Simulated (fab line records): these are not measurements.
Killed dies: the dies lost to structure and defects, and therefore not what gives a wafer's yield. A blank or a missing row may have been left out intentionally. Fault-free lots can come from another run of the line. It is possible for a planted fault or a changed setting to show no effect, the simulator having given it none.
8D (eight disciplines) problem report, filled in by code :: flow sky130 :: the parts of the form that need people (team, actions taken, sign-off) are left out

1. THE PROBLEM
dose-ions-cm2 at SKY_VT_ADJUST_HVTR_IMPLANT_09 reads a mean of 2.0548e+12 on 6 wafers of 2 lots; wafers without a fault read 2.1001e+12 with a standard deviation of 2.2e+09. That is -21 standard deviations from the usual mean.
The first sign was on wafer L226.3 at day 12 10:47, on implanter-01. Wafers with a number at this step in the record: 39, from 13 lots. Rule for "out" (also "out of limits"): further than 4 standard deviations from the usual mean. The other wafers with a number count as sound.

2. WHAT THIS IS AND IS NOT
question: which readings at this step
is: dose-ions-cm2
is not: -

question: which lots
is: L226, L230
is not: L217, L218, L219, L220, L231, L233, L234, L235, L238, L239, L240

question: which wafers of those lots
is: all that have a number
is not: -

question: read on which tools
is: implanter-01
is not: implanter-02, implanter-03

question: when
is: from day 12 10:47
is not: up to then (12 sound wafers); but 21 sound wafers of L231, L233, L234, L235, L238, L239, L240 came after

3. THE SUSPECTS, EACH WITH WHAT RULES IT OUT
Counting: a tool stays on the suspect list if, at a process step up to the reading, it processed all lots that are out and no sound lot following the first of them.
- implanter-01 at SKY_VT_ADJUST_HVTR_IMPLANT_09: ruled out as a lasting fault. After its first lot that is out, L226 (day 12 10:47), sound lots L239 ran on it.
Left after counting: nothing in the record.

4. THE CAUSE (what the simulator had put in)
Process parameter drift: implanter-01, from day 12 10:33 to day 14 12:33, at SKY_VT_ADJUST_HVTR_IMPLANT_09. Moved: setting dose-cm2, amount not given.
Counting ruled it out, wrongly.

5. THE EFFECT CHAIN, in route order
One row per reading whose mean, taken over the struck wafers that have a number, lies over 3 standard deviations from the usual. Scope: only readings with a usual standard deviation given in the record; hours: median across lots of the time from each lot's start at the first step in this table that gives one to its start at this step; sigmas: change in usual standard deviations.
hours: 0
step: SKY_VT_ADJUST_HVTR_IMPLANT_09
reading: dose-ions-cm2
usual: 2.1001e+12
on struck wafers: 2.0548e+12
change: -4.5300e+10
sigmas: -21
Process steps it contains:
- SKY_VT_ADJUST_HVTR_IMPLANT_09
Later steps that measure or inspect, where all struck wafers having a row at the step show a number for every such reading and not one has moved that far: SKY_POLY_GATE_THK_MEAS_04.

6. WHAT WOULD HAVE CAUGHT IT SOONER
0 hours passed between the start of the fault at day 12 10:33 and the first reading out of limits in this record, taken at day 12 10:47.
